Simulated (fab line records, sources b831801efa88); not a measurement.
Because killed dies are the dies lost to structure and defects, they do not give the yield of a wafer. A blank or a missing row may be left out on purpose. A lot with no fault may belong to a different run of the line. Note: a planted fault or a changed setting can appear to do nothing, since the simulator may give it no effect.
Commonality check across tools + flow gf180mcu + Sampled: 11 lots, 33 wafers

REASON IT WAS OPENED
2 of 11 lots carry a flag on the reading MVPSD_RS at GF_VT_IMPLANT_RS_MEAS_49. Fault-free wafers read 1169 ohm/sq, with a standard deviation of 3.1.
Rule: a lot gets a flag if all its wafers with a number sit over 4 standard deviations from that mean, or if no wafer of it has a number. As for the other lots, they are considered sound.

| lot  | measured     | on            | MVPSD_RS (ohm/sq), wafer by wafer | flag    |
|------|--------------|---------------|-----------------------------------|---------|
| L618 | day 7 13:04  | film_metro-01 | 1172 1168 1171                    |         |
| L621 | day 8 12:55  | film_metro-01 | 1167 1161 1166                    |         |
| L622 | day 8 17:36  | film_metro-02 | 1170 1170 1169                    |         |
| L623 | day 9 01:09  | film_metro-01 | 1167 1163 1164                    |         |
| L627 | day 9 22:55  | film_metro-02 | 1172 1172 1172                    |         |
| L630 | day 10 18:26 | film_metro-02 | 1235 1234 1237                    | FLAGGED |
| L634 | day 11 20:42 | film_metro-01 | 1236 1234 1235                    | FLAGGED |
| L637 | day 12 15:35 | film_metro-01 | 1163 1167 1166                    |         |
| L638 | day 12 19:01 | film_metro-03 | 1170 1169 1167                    |         |
| L640 | day 13 11:37 | film_metro-01 | 1166 1161 1168                    |         |
| L641 | day 13 19:23 | film_metro-02 | 1168 1168 1168                    |         |
The mean of the flagged lots' numbers is 1235 ohm/sq, +66 ohm/sq from the usual (+21 standard deviations).

TOOL THAT RAN EACH LOT
Before the reading, the record contains 3 process steps out of a 602-step route. In each cell: the tool, then ch and the chambers that the sampled wafers went through, then the start.
| lot  | flag    | GF_DNWELL_STRIP_08                  | GF_MVPSD_IMPLANT_08             | GF_MVPSD_STRIP_10                    |
|------|---------|-------------------------------------|---------------------------------|--------------------------------------|
| L618 |         | plasma_asher-02 ch 0, day 2 18:54   | implanter-01 ch 0, day 5 00:20  | plasma_asher-03 ch 1, day 5 00:38    |
| L621 |         | plasma_asher-02 ch 0,1, day 3 12:11 | implanter-04 ch 0, day 5 20:36  | plasma_asher-02 ch 0,1, day 5 20:52  |
| L622 |         | plasma_asher-03 ch 0,1, day 3 17:44 | implanter-04 ch 0, day 6 01:50  | plasma_asher-02 ch 0, day 6 02:08    |
| L623 |         | plasma_asher-02 ch 0,1, day 3 22:38 | implanter-01 ch 0, day 6 07:59  | plasma_asher-01 ch 0,1, day 6 08:17  |
| L627 |         | plasma_asher-02 ch 0,1, day 4 16:53 | implanter-04 ch 0, day 7 04:04  | plasma_asher-02 ch 0,1, day 7 04:22  |
| L630 | FLAGGED | plasma_asher-03 ch 0,1, day 5 09:11 | implanter-01 ch 0, day 7 22:02  | plasma_asher-01 ch 0,1, day 7 22:19  |
| L634 | FLAGGED | plasma_asher-03 ch 0,1, day 6 07:47 | implanter-01 ch 0, day 9 00:05  | plasma_asher-03 ch 0,1, day 9 00:22  |
| L637 |         | plasma_asher-03 ch 0,1, day 7 00:03 | implanter-02 ch 0, day 9 17:55  | plasma_asher-03 ch 0,1, day 9 18:11  |
| L638 |         | plasma_asher-02 ch 0,1, day 7 03:50 | implanter-04 ch 0, day 9 22:26  | plasma_asher-01 ch 0,1, day 9 22:44  |
| L640 |         | plasma_asher-02 ch 0,1, day 7 16:15 | implanter-02 ch 0, day 10 10:02 | plasma_asher-03 ch 0,1, day 10 10:20 |
| L641 |         | plasma_asher-01 ch 0,1, day 7 21:09 | implanter-04 ch 0, day 10 17:24 | plasma_asher-02 ch 0,1, day 10 17:40 |
What these steps do:
- GF_DNWELL_STRIP_08: strips in O2/N2.
- GF_MVPSD_IMPLANT_08
- GF_MVPSD_STRIP_10: strips in O2/N2.
- GF_VT_IMPLANT_RS_MEAS_49: measures by four-point-probe.

FLAGGED OVER TOTAL, TOOL BY TOOL (the gauges that took the reading come last)
| step                     | tool            | lots run | flagged | share of the flagged lots | sound lots run after its first flagged lot |
|--------------------------|-----------------|----------|---------|---------------------------|--------------------------------------------|
| GF_DNWELL_STRIP_08       | plasma_asher-01 | 1        | 0       | none                      | -                                          |
| GF_DNWELL_STRIP_08       | plasma_asher-02 | 6        | 0       | none                      | -                                          |
| GF_DNWELL_STRIP_08       | plasma_asher-03 | 4        | 2       | all                       | 1 (L637)                                   |
| GF_MVPSD_IMPLANT_08      | implanter-01    | 4        | 2       | all                       | 0                                          |
| GF_MVPSD_IMPLANT_08      | implanter-02    | 2        | 0       | none                      | -                                          |
| GF_MVPSD_IMPLANT_08      | implanter-04    | 5        | 0       | none                      | -                                          |
| GF_MVPSD_STRIP_10        | plasma_asher-01 | 3        | 1       | some                      | 1 (L638)                                   |
| GF_MVPSD_STRIP_10        | plasma_asher-02 | 4        | 0       | none                      | -                                          |
| GF_MVPSD_STRIP_10        | plasma_asher-03 | 4        | 1       | some                      | 2 (L637,L640)                              |
| GF_VT_IMPLANT_RS_MEAS_49 | film_metro-01   | 6        | 1       | some                      | 2 (L637,L640)                              |
| GF_VT_IMPLANT_RS_MEAS_49 | film_metro-02   | 4        | 1       | some                      | 1 (L641)                                   |
| GF_VT_IMPLANT_RS_MEAS_49 | film_metro-03   | 1        | 0       | none                      | -                                          |

THE TABLE: WHAT IT ALLOWS
Rows of the table that ran all the flagged lots, 2 in number: plasma_asher-03 at GF_DNWELL_STRIP_08; implanter-01 at GF_MVPSD_IMPLANT_08.
- plasma_asher-03 at GF_DNWELL_STRIP_08 ran 4 lots, 2 of them flagged. After the first flagged lot (L637), sound lots still ran on it; a lasting fault on the whole tool would not permit that.
- implanter-01 at GF_MVPSD_IMPLANT_08 ran 4 lots, 2 of them flagged. It ran its last sound lot, L623, at day 6 07:59 and its first flagged lot, L630, at day 7 22:02: a fault with its onset between the two fits. Its own readings (dose_ions_cm2, faraday_current_uA) fall more than 4 standard deviations out on all wafers of the flagged lots.
implanter-01 at GF_MVPSD_IMPLANT_08 is the single tool remaining.

WHAT HAD BEEN PUT IN BY THE SIMULATOR
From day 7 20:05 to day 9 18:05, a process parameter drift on implanter-01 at GF_MVPSD_IMPLANT_08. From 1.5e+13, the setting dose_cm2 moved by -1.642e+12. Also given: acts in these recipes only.
Struck lots among those shown: L630, L634. The rule given above showed the same thing.
